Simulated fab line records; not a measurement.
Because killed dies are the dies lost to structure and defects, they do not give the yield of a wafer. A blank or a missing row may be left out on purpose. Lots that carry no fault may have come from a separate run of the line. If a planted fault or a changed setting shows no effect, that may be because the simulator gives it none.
fab line records	flow sky130	part 1 of 2: steps 1 to 32 of 44
record lots=5	wafers=15	last_day=50
route steps=708 shown SD_P@326 RES_XHIGH@332 SD_N@342 SALICIDE@361 LI_CONTACT@362
lots that met no fault: taken from a fault-free run of the same line
start_h: hours from the record's opening day to when the first of the lot's shown wafers began	wait_h: time in hours since the lot's previous step	" same as the row above	L1.1+2: several wafers, shown together as one row	- value missing, or start not given	* or withheld: withheld	< > ~ a bound
route shown NAME@n: a module of which the file shows steps, and the number in the route of the first	usual: mean/standard deviation of fault-free wafers	same: alike in all rows	chamber/n: place in a boat	sites: each site's reading	_std_site: the standard deviation of these	_edge_site: outer sites' mean less inner sites'	radius_mm: for every site, how far away it sits from the centre of the wafer	mask NAME#n: copy n	behind: tool/chamber where the wafer was last shaped	hold: the reason the lot was held/the length of the hold in hours/how it ended	device: names the non-switching transistor (n, p or np)	end of line: tests of these same wafers at the route's end	a step with no rows: only its recipe	killed: at the first sort, the dies lost to defects and structure; wafer yield is something else	map: per-die view of a wafer (x killed, . not killed, _ where there is no die)
set.NAME: the setting the step ran with; set.NAME@STEP: the setting that earlier step ran with	model.NAME: the simulator's own value behind a step, which no gauge read
lots at some steps of the route; a table a step, a row a wafer
services: when a tool's chamber went out of use (start_h, in hours from the record's first day, below 0 if earlier), for how many hours, and the reason
## steps
# step SKY_SD_P_DEVELOP_06
# recipe resist=NOVOLAK	developer=TMAH	develop_time_s=60	dev_temp_c=23
lot.wafer	tool	chamber	start_h	wait_h
L074.1+5+6	litho_track-04	0	591.38	0.1
L081.3+5+6	litho_track-01	0	665.45	0.1
L082.1+4+5	litho_track-04	0	675.03	0.1
L094.1+2+6	litho_track-02	0	761.76	0.1
L097.3+4+5	litho_track-02	0	781.61	0.1
# step SKY_SD_P_CD_MEAS_07
# recipe target_cd_nm=380
# usual cd_nm=380.4/2.4
lot.wafer	tool	chamber	start_h	wait_h	cd_nm
L074.1	cd_sem-02	-	591.53	0.1	382.9
L074.5	"	-	"	"	378.8
L074.6	"	-	"	"	382.1
L081.3	cd_sem-02	-	665.59	0.1	381.0
L081.5	"	-	"	"	381.0
L081.6	"	-	"	"	381.2
L082.1	cd_sem-01	-	675.18	0.1	376.5
L082.4	"	-	"	"	378.8
L082.5	"	-	"	"	381.0
L094.1	cd_sem-02	-	761.91	0.1	380.3
L094.2	"	-	"	"	381.6
L094.6	"	-	"	"	381.7
L097.3	cd_sem-01	-	781.75	0.1	379.3
L097.4	"	-	"	"	382.9
L097.5	"	-	"	"	380.4
# step SKY_SD_P_OVL_MEAS_08
# usual SD_P_OVL=0.6/1.5
lot.wafer	tool	chamber	start_h	wait_h	SD_P_OVL[nm]
L074.1	overlay-01	-	591.65	0.1	1.1
L074.5	"	-	"	"	0.8
L074.6	"	-	"	"	1.7
L081.3	overlay-01	-	665.68	0.1	0.2
L081.5	"	-	"	"	-0.1
L081.6	"	-	"	"	1.8
L082.1	overlay-01	-	675.32	0.1	0.3
L082.4	"	-	"	"	-1.2
L082.5	"	-	"	"	1.2
L094.1	overlay-01	-	762.03	0.1	1.5
L094.2	"	-	"	"	2.4
L094.6	"	-	"	"	-0.9
L097.3	overlay-01	-	781.84	0.1	-0.8
L097.4	"	-	"	"	0.6
L097.5	"	-	"	"	-1.2
# step SKY_SD_P_IMPLANT_09
# recipe species=BF2	energy_kev=20	dose_cm2=3e+15	tilt_deg=0
lot.wafer	tool	chamber	start_h	wait_h
L074.1+5+6	implanter-01	0	591.69	0.0
L081.3+5+6	implanter-01	0	665.76	0.1
L082.1+4+5	implanter-01	0	675.35	0.0
L094.1+2+6	implanter-01	0	762.07	0.0
L097.3+4+5	implanter-03	0	781.92	0.1
# step SKY_SD_P_STRIP_10
# recipe chemistry=O2/N2	power_w=1400	pressure_mtorr=1500	platen_temp_c=withheld	o2_flow_sccm=3000	n2_flow_sccm=300	overash_fraction=0.5
# usual chamber_pressure_mTorr=1500.1/1.4	drypump_motor_current_A=5.6/0.47	oes_product_au=0.617/0.0044	strip_time_to_endpoint_s=17.49/0.04
# same overash_fraction=0.5
lot.wafer	tool	chamber	start_h	wait_h	chamber_pressure_mTorr	drypump_motor_current_A	oes_product_au	rf_hours_counter_h	strip_time_to_endpoint_s
L074.1	plasma_asher-02	1	591.84	0.1	1500.3	5.7	0.610	47	17.49
L074.5	"	1	"	"	1499.8	5.7	0.617	-	17.56
L074.6	"	0	"	"	1499.6	5.3	0.615	-	17.53
L081.3	plasma_asher-04	0	665.89	0.1	1500.3	5.0	0.618	-	17.52
L081.5	"	1	"	"	1501.4	6.3	0.617	-	17.51
L081.6	"	0	"	"	1500.3	5.0	0.619	-	17.49
L082.1	plasma_asher-03	0	675.50	0.1	1501.3	5.5	0.620	93	17.49
L082.4	"	1	"	"	1501.5	5.8	0.622	-	17.48
L082.5	"	1	"	"	1497.0	5.8	0.618	-	17.50
L094.1	plasma_asher-02	1	762.22	0.1	1498.9	5.7	0.621	65	17.52
L094.2	"	0	"	"	1501.3	5.3	0.617	65	17.44
L094.6	"	0	"	"	1498.4	5.3	0.621	-	17.51
L097.3	plasma_asher-03	0	782.05	0.1	1498.6	5.5	0.614	-	17.54
L097.4	"	1	"	"	1501.3	5.8	0.621	-	17.47
L097.5	"	0	"	"	1502.7	5.5	0.625	-	17.48
# step SKY_SD_P_TW_MEAS_11
# usual SD_P_TW=2830/17
lot.wafer	tool	chamber	start_h	wait_h	SD_P_TW
L074.1	film_metro-03	-	591.94	0.1	2826
L074.5	"	-	"	"	2820
L074.6	"	-	"	"	2837
L081.3	film_metro-01	-	665.98	0.1	2857
L081.5	"	-	"	"	2842
L081.6	"	-	"	"	2843
L082.1	film_metro-02	-	675.60	0.1	2820
L082.4	"	-	"	"	2823
L082.5	"	-	"	"	2811
L094.1	film_metro-01	-	762.32	0.1	2848
L094.2	"	-	"	"	2858
L094.6	"	-	"	"	2832
L097.3	film_metro-01	-	782.14	0.1	2846
L097.4	"	-	"	"	2840
L097.5	"	-	"	"	2831
# step SKY_RES_XHIGH_DEHYDRATE_00
# recipe temp_c=200	time_s=60
lot.wafer	tool	chamber	start_h	wait_h
L074.1+5+6	litho_track-04	0	606.58	14.6
L081.3+5+6	litho_track-04	0	680.28	14.3
L082.1+4+5	litho_track-03	0	688.96	13.3
L094.1+2+6	litho_track-04	0	775.48	13.2
L097.3+4+5	litho_track-02	0	794.71	12.6
# step SKY_RES_XHIGH_HMDS_01
# recipe prime_time_s=60	prime_temp_c=120
lot.wafer	tool	chamber	start_h	wait_h
L074.1+5+6	litho_track-04	0	606.73	0.1
L081.3+5+6	litho_track-04	0	680.43	0.1
L082.1+4+5	litho_track-03	0	689.11	0.1
L094.1+2+6	litho_track-04	0	775.63	0.1
L097.3+4+5	litho_track-02	0	794.86	0.1
# step SKY_RES_XHIGH_COAT_02
# recipe resist=NOVOLAK	spin_rpm=3000	resist_thk_nm=1140
# usual dispense_pressure_kPa=53/4.5
lot.wafer	tool	chamber	start_h	wait_h	dispense_pressure_kPa
L074.1	litho_track-04	0	606.88	0.1	47
L074.5	"	0	"	"	47
L074.6	"	0	"	"	47
L081.3	litho_track-04	0	680.58	0.1	47
L081.5	"	0	"	"	47
L081.6	"	0	"	"	47
L082.1	litho_track-03	0	689.26	0.1	56
L082.4	"	0	"	"	56
L082.5	"	0	"	"	56
L094.1	litho_track-04	0	775.78	0.1	47
L094.2	"	0	"	"	47
L094.6	"	0	"	"	47
L097.3	litho_track-02	0	795.01	0.1	56
L097.4	"	0	"	"	56
L097.5	"	0	"	"	56
# step SKY_RES_XHIGH_SOFTBAKE_03
# recipe temp_c=90	time_s=60	resist=NOVOLAK
lot.wafer	tool	chamber	start_h	wait_h
L074.1+5+6	litho_track-04	0	607.03	0.1
L081.3+5+6	litho_track-04	0	680.73	0.1
L082.1+4+5	litho_track-03	0	689.41	0.1
L094.1+2+6	litho_track-04	0	775.93	0.1
L097.3+4+5	litho_track-02	0	795.16	0.1
# step SKY_RES_XHIGH_EXPOSE_04
# recipe mask_id=URPM	na=0.6	source_shape=conventional	sigma_outer=0.6	polarization=unpolarized	target_cd_nm=1270	dose_mj=140
lot.wafer	tool	chamber	start_h	wait_h	mask
L074.1+5+6	iline_stepper-02	0	-	-	URPM#0
L081.3+5+6	iline_stepper-02	0	-	-	URPM#0
L082.1+4+5	iline_stepper-02	0	-	-	URPM#0
L094.1+2+6	iline_stepper-01	0	-	-	URPM#0
L097.3+4+5	iline_stepper-01	0	-	-	URPM#0
# step SKY_RES_XHIGH_PEB_05
# recipe temp_c=withheld	time_s=*	resist=NOVOLAK
lot.wafer	tool	chamber	start_h	wait_h
L074.1+5+6	litho_track-04	0	-	-
L081.3+5+6	litho_track-04	0	-	-
L082.1+4+5	litho_track-03	0	-	-
L094.1+2+6	litho_track-04	0	-	-
L097.3+4+5	litho_track-04	0	-	-
# step SKY_RES_XHIGH_DEVELOP_06
# recipe resist=NOVOLAK	developer=TMAH	develop_time_s=60	dev_temp_c=23
lot.wafer	tool	chamber	start_h	wait_h
L074.1+5+6	litho_track-04	0	622.33	0.1
L081.3+5+6	litho_track-04	0	694.88	0.1
L082.1+4+5	litho_track-03	0	703.31	0.1
L094.1+2+6	litho_track-04	0	788.43	0.1
L097.3+4+5	litho_track-04	0	808.18	0.1
# step SKY_RES_XHIGH_IMPLANT_07
# recipe species=BF2	energy_kev=20	dose_cm2=3.6e+14	tilt_deg=0
lot.wafer	tool	chamber	start_h	wait_h
L074.1+5+6	implanter-03	0	622.48	0.1
L081.3+5+6	implanter-03	0	695.03	0.1
L082.1+4+5	implanter-03	0	703.46	0.1
L094.1+2+6	implanter-03	0	788.58	0.1
L097.3+4+5	implanter-02	0	808.33	0.1
# step SKY_RES_XHIGH_STRIP_08
# recipe chemistry=O2/N2	power_w=1400	pressure_mtorr=1500	platen_temp_c=withheld	o2_flow_sccm=3000	n2_flow_sccm=300	overash_fraction=0.5
# usual chamber_pressure_mTorr=1500.1/1.4	drypump_motor_current_A=5.5/0.32	oes_product_au=0.712/0.0046	strip_time_to_endpoint_s=14.28/0.045
# same overash_fraction=0.5
lot.wafer	tool	chamber	start_h	wait_h	chamber_pressure_mTorr	drypump_motor_current_A	oes_product_au	rf_hours_counter_h	strip_time_to_endpoint_s
L074.1	plasma_asher-03	0	622.63	0.1	1499.4	5.6	0.710	88	14.33
L074.5	"	0	"	"	1499.3	5.5	0.704	-	14.30
L074.6	"	1	"	"	1499.0	5.8	0.718	-	14.31
L081.3	plasma_asher-01	1	695.17	0.1	1499.4	6.1	0.709	-	14.32
L081.5	"	0	"	"	1501.1	5.0	0.709	-	14.29
L081.6	"	1	"	"	1501.7	6.1	0.706	-	14.28
L082.1	plasma_asher-01	1	703.61	0.1	1495.8	6.1	0.716	27	14.26
L082.4	"	1	"	"	1500.7	6.1	0.705	-	14.27
L082.5	"	0	"	"	1498.4	5.0	0.715	-	14.24
L094.1	plasma_asher-03	1	788.73	0.1	1497.5	5.8	0.715	4	14.27
L094.2	"	0	"	"	1501.9	5.5	0.705	4	14.32
L094.6	"	1	"	"	1500.9	5.8	0.714	-	14.23
L097.3	plasma_asher-01	0	808.47	0.1	1499.8	5.0	0.711	-	14.29
L097.4	"	1	"	"	1499.2	6.1	0.709	-	14.29
L097.5	"	0	"	"	1501.7	5.0	0.715	-	14.30
# step SKY_RES_XHIGH_TW_MEAS_09
# usual RES_XHIGH_TW=1646/13
lot.wafer	tool	chamber	start_h	wait_h	RES_XHIGH_TW
L074.1	film_metro-03	-	622.73	0.1	1640
L074.5	"	-	"	"	1645
L074.6	"	-	"	"	1639
L081.3	film_metro-01	-	695.25	0.1	1658
L081.5	"	-	"	"	1675
L081.6	"	-	"	"	1664
L082.1	film_metro-01	-	703.71	0.1	1664
L082.4	"	-	"	"	1659
L082.5	"	-	"	"	1663
L094.1	film_metro-02	-	788.83	0.1	1640
L094.2	"	-	"	"	1634
L094.6	"	-	"	"	1623
L097.3	film_metro-02	-	808.55	0.1	1629
L097.4	"	-	"	"	1624
L097.5	"	-	"	"	1624
# step SKY_SD_N_DEHYDRATE_00
# recipe temp_c=200	time_s=60
lot.wafer	tool	chamber	start_h	wait_h
L074.1+5+6	litho_track-02	0	637.16	14.4
L081.3+5+6	litho_track-01	0	709.20	13.9
L082.1+4+5	litho_track-03	0	717.16	13.4
L094.1+2+6	litho_track-01	0	801.80	13.0
L097.3+4+5	litho_track-01	0	821.75	13.2
# step SKY_SD_N_HMDS_01
# recipe prime_time_s=60	prime_temp_c=120
lot.wafer	tool	chamber	start_h	wait_h
L074.1+5+6	litho_track-02	0	637.31	0.1
L081.3+5+6	litho_track-01	0	709.35	0.1
L082.1+4+5	litho_track-03	0	717.31	0.1
L094.1+2+6	litho_track-01	0	801.95	0.1
L097.3+4+5	litho_track-01	0	821.90	0.1
# step SKY_SD_N_COAT_02
# recipe resist=NOVOLAK	spin_rpm=3000	resist_thk_nm=1140
# usual dispense_pressure_kPa=54.2/2.5
lot.wafer	tool	chamber	start_h	wait_h	dispense_pressure_kPa
L074.1	litho_track-02	0	637.46	0.1	56.3
L074.5	"	0	"	"	56.2
L074.6	"	0	"	"	56.2
L081.3	litho_track-01	0	709.50	0.1	51.3
L081.5	"	0	"	"	51.3
L081.6	"	0	"	"	51.3
L082.1	litho_track-03	0	717.46	0.1	56.3
L082.4	"	0	"	"	56.3
L082.5	"	0	"	"	56.3
L094.1	litho_track-01	0	802.10	0.1	51.4
L094.2	"	0	"	"	51.3
L094.6	"	0	"	"	51.4
L097.3	litho_track-01	0	822.05	0.1	51.3
L097.4	"	0	"	"	51.3
L097.5	"	0	"	"	51.3
# step SKY_SD_N_SOFTBAKE_03
# recipe temp_c=90	time_s=60	resist=NOVOLAK
lot.wafer	tool	chamber	start_h	wait_h
L074.1+5+6	litho_track-02	0	637.61	0.1
L081.3+5+6	litho_track-01	0	709.65	0.1
L082.1+4+5	litho_track-03	0	717.61	0.1
L094.1+2+6	litho_track-01	0	802.25	0.1
L097.3+4+5	litho_track-01	0	822.20	0.1
# step SKY_SD_N_EXPOSE_04
# recipe mask_id=NSDM	na=0.6	source_shape=conventional	sigma_outer=0.6	polarization=unpolarized	target_cd_nm=380	dose_mj=141
lot.wafer	tool	chamber	start_h	wait_h	mask
L074.1+5+6	iline_stepper-01	0	-	-	NSDM#0
L081.3+5+6	iline_stepper-02	0	-	-	NSDM#0
L082.1+4+5	iline_stepper-01	0	-	-	NSDM#0
L094.1+2+6	iline_stepper-02	0	-	-	NSDM#0
L097.3+4+5	iline_stepper-02	0	-	-	NSDM#0
# step SKY_SD_N_PEB_05
# recipe temp_c=withheld	time_s=*	resist=NOVOLAK
lot.wafer	tool	chamber	start_h	wait_h
L074.1+5+6	litho_track-03	0	-	-
L081.3+5+6	litho_track-01	0	-	-
L082.1+4+5	litho_track-01	0	-	-
L094.1+2+6	litho_track-01	0	-	-
L097.3+4+5	litho_track-01	0	-	-
# step SKY_SD_N_DEVELOP_06
# recipe resist=NOVOLAK	developer=TMAH	develop_time_s=60	dev_temp_c=23
lot.wafer	tool	chamber	start_h	wait_h
L074.1+5+6	litho_track-03	0	652.11	0.1
L081.3+5+6	litho_track-01	0	723.85	0.1
L082.1+4+5	litho_track-01	0	732.10	0.1
L094.1+2+6	litho_track-01	0	815.10	0.1
L097.3+4+5	litho_track-01	0	835.65	0.1
# step SKY_SD_N_CD_MEAS_07
# recipe target_cd_nm=380
# usual cd_nm=379.7/2.6
lot.wafer	tool	chamber	start_h	wait_h	cd_nm
L074.1	cd_sem-02	-	652.26	0.1	377.2
L074.5	"	-	"	"	377.2
L074.6	"	-	"	"	376.4
L081.3	cd_sem-01	-	723.99	0.1	378.8
L081.5	"	-	"	"	377.2
L081.6	"	-	"	"	381.3
L082.1	cd_sem-01	-	732.25	0.1	381.6
L082.4	"	-	"	"	382.0
L082.5	"	-	"	"	381.4
L094.1	cd_sem-01	-	815.25	0.1	377.8
L094.2	"	-	"	"	377.7
L094.6	"	-	"	"	379.2
L097.3	cd_sem-01	-	835.79	0.1	383.6
L097.4	"	-	"	"	381.2
L097.5	"	-	"	"	380.8
# step SKY_SD_N_OVL_MEAS_08
# usual SD_N_OVL=0.3/1.5
lot.wafer	tool	chamber	start_h	wait_h	SD_N_OVL[nm]
L074.1	overlay-01	-	652.38	0.1	0.7
L074.5	"	-	"	"	-0.1
L074.6	"	-	"	"	0.9
L081.3	overlay-01	-	724.08	0.1	4.0
L081.5	"	-	"	"	1.9
L081.6	"	-	"	"	1.0
L082.1	overlay-01	-	732.37	0.1	1.9
L082.4	"	-	"	"	1.3
L082.5	"	-	"	"	2.2
L094.1	overlay-01	-	815.37	0.1	-0.6
L094.2	"	-	"	"	0.7
L094.6	"	-	"	"	-0.3
L097.3	overlay-01	-	835.88	0.1	0.3
L097.4	"	-	"	"	-2.3
L097.5	"	-	"	"	-0.6
# step SKY_SD_N_IMPLANT_09
# recipe species=As	energy_kev=50	dose_cm2=4e+15	tilt_deg=0
lot.wafer	tool	chamber	start_h	wait_h
L074.1+5+6	implanter-03	0	652.41	0.0
L081.3+5+6	implanter-02	0	724.16	0.1
L082.1+4+5	implanter-03	0	732.41	0.0
L094.1+2+6	implanter-04	0	815.41	0.0
L097.3+4+5	implanter-04	0	835.96	0.1
# step SKY_SD_N_IMPLANT_10
# recipe species=P	energy_kev=20	dose_cm2=1e+14	tilt_deg=0
lot.wafer	tool	chamber	start_h	wait_h
L074.1+5+6	implanter-03	0	652.56	0.1
L081.3+5+6	implanter-02	0	724.31	0.1
L082.1+4+5	implanter-03	0	732.56	0.1
L094.1+2+6	implanter-04	0	815.56	0.1
L097.3+4+5	implanter-04	0	836.11	0.1
# step SKY_SD_N_STRIP_11
# recipe chemistry=O2/N2	power_w=1400	pressure_mtorr=1500	platen_temp_c=withheld	o2_flow_sccm=3000	n2_flow_sccm=300	overash_fraction=0.5
# usual chamber_pressure_mTorr=1499.8/1.4	drypump_motor_current_A=5.6/0.53	oes_product_au=0.528/0.0046	strip_time_to_endpoint_s=22.55/0.051
# same overash_fraction=0.5
lot.wafer	tool	chamber	start_h	wait_h	chamber_pressure_mTorr	drypump_motor_current_A	oes_product_au	rf_hours_counter_h	strip_time_to_endpoint_s
L074.1	plasma_asher-04	0	652.71	0.1	1499.5	5.0	0.532	82	22.46
L074.5	"	0	"	"	1499.0	5.0	0.524	-	22.52
L074.6	"	1	"	"	1500.2	6.3	0.523	-	22.55
L081.3	plasma_asher-01	1	724.44	0.1	1498.0	6.1	0.531	-	22.61
L081.5	"	0	"	"	1501.2	5.0	0.523	-	22.64
L081.6	"	1	"	"	1498.5	6.1	0.527	-	22.58
L082.1	plasma_asher-04	0	732.71	0.1	1500.9	5.0	0.535	90	22.60
L082.4	"	1	"	"	1498.7	6.3	0.527	-	22.62
L082.5	"	0	"	"	1500.3	5.0	0.528	-	22.68
L094.1	plasma_asher-02	0	815.71	0.1	1501.5	5.3	0.516	71	22.59
L094.2	"	1	"	"	1503.0	5.7	0.522	71	22.58
L094.6	"	0	"	"	1501.4	5.3	0.525	-	22.52
L097.3	plasma_asher-02	0	836.24	0.1	1499.2	5.3	0.531	-	22.59
L097.4	"	1	"	"	1500.2	5.7	0.529	-	22.56
L097.5	"	0	"	"	1499.2	5.3	0.535	-	22.62
# step SKY_SD_N_TW_MEAS_12
# usual SD_N_TW=3987/23
lot.wafer	tool	chamber	start_h	wait_h	SD_N_TW
L074.1	film_metro-02	-	652.81	0.1	3973
L074.5	"	-	"	"	3978
L074.6	"	-	"	"	3980
L081.3	film_metro-02	-	724.53	0.1	3954
L081.5	"	-	"	"	3931
L081.6	"	-	"	"	3966
L082.1	film_metro-01	-	732.81	0.1	4004
L082.4	"	-	"	"	4008
L082.5	"	-	"	"	4002
L094.1	film_metro-03	-	815.81	0.1	4012
L094.2	"	-	"	"	4003
L094.6	"	-	"	"	4016
L097.3	film_metro-02	-	836.33	0.1	3954
L097.4	"	-	"	"	3958
L097.5	"	-	"	"	3951
# step SKY_SD_N_CLEAN_13
# recipe chemistry=SC1/SC2	mix=1:4:20	temp_c=70	time_s=150	dry=n2_spin
lot.wafer	tool	chamber	start_h	wait_h
L074.1+5+6	wet_bench-02	1	652.87	0.1
L081.3+5+6	wet_bench-04	3	724.57	0.0
L082.1+4+5	wet_bench-02	3	732.87	0.1
L094.1+2+6	wet_bench-01	3	815.87	0.1
L097.3+4+5	wet_bench-02	0	836.37	0.0
# step SKY_SD_N_RTA_14
# recipe temp_c=1075	time_s=2	idle_temp_c=650	ramp_up_c_per_s=150	ramp_down_c_per_s=90	ambient=N2
# usual lamp_power_pct=15.73/0.052	wafer_temp_C_max=1078.0/1.1
lot.wafer	tool	chamber	start_h	wait_h	lamp_power_pct	wafer_temp_C_max
L074.1	rtp_anneal-02	0	652.93	0.0	15.72	1077.2
L074.5	"	0	"	"	15.82	1076.8
L074.6	"	0	"	"	15.88	1078.2
L081.3	rtp_anneal-01	0	724.68	0.0	15.63	1078.6
L081.5	"	0	"	"	15.62	1078.4
L081.6	"	0	"	"	15.68	1077.2
L082.1	rtp_anneal-02	0	732.92	0.0	15.79	1078.0
L082.4	"	0	"	"	15.81	1079.3
L082.5	"	0	"	"	15.80	1080.0
L094.1	rtp_anneal-02	0	815.92	0.0	15.70	1077.1
L094.2	"	0	"	"	15.75	1078.0
L094.6	"	0	"	"	15.69	1075.7
L097.3	rtp_anneal-01	0	836.44	0.0	15.67	1077.9
L097.4	"	0	"	"	15.70	1077.1
L097.5	"	0	"	"	15.70	1076.7
# step SKY_SD_N_RS_MEAS_16
# recipe thk_meas_gauge=four-point-probe
# usual SD_N_RS=68.54/0.13
lot.wafer	tool	chamber	start_h	wait_h	SD_N_RS[ohm/sq]
L074.1	film_metro-03	-	653.10	0.1	68.59
L074.5	"	-	"	"	68.46
L074.6	"	-	"	"	68.68
L081.3	film_metro-01	-	724.88	0.1	68.37
L081.5	"	-	"	"	68.37
L081.6	"	-	"	"	68.33
L082.1	film_metro-01	-	733.09	0.1	68.40
L082.4	"	-	"	"	68.55
L082.5	"	-	"	"	68.43
L094.1	film_metro-01	-	816.09	0.1	68.41
L094.2	"	-	"	"	68.46
L094.6	"	-	"	"	68.47
L097.3	film_metro-02	-	836.63	0.1	68.55
L097.4	"	-	"	"	68.41
L097.5	"	-	"	"	68.56
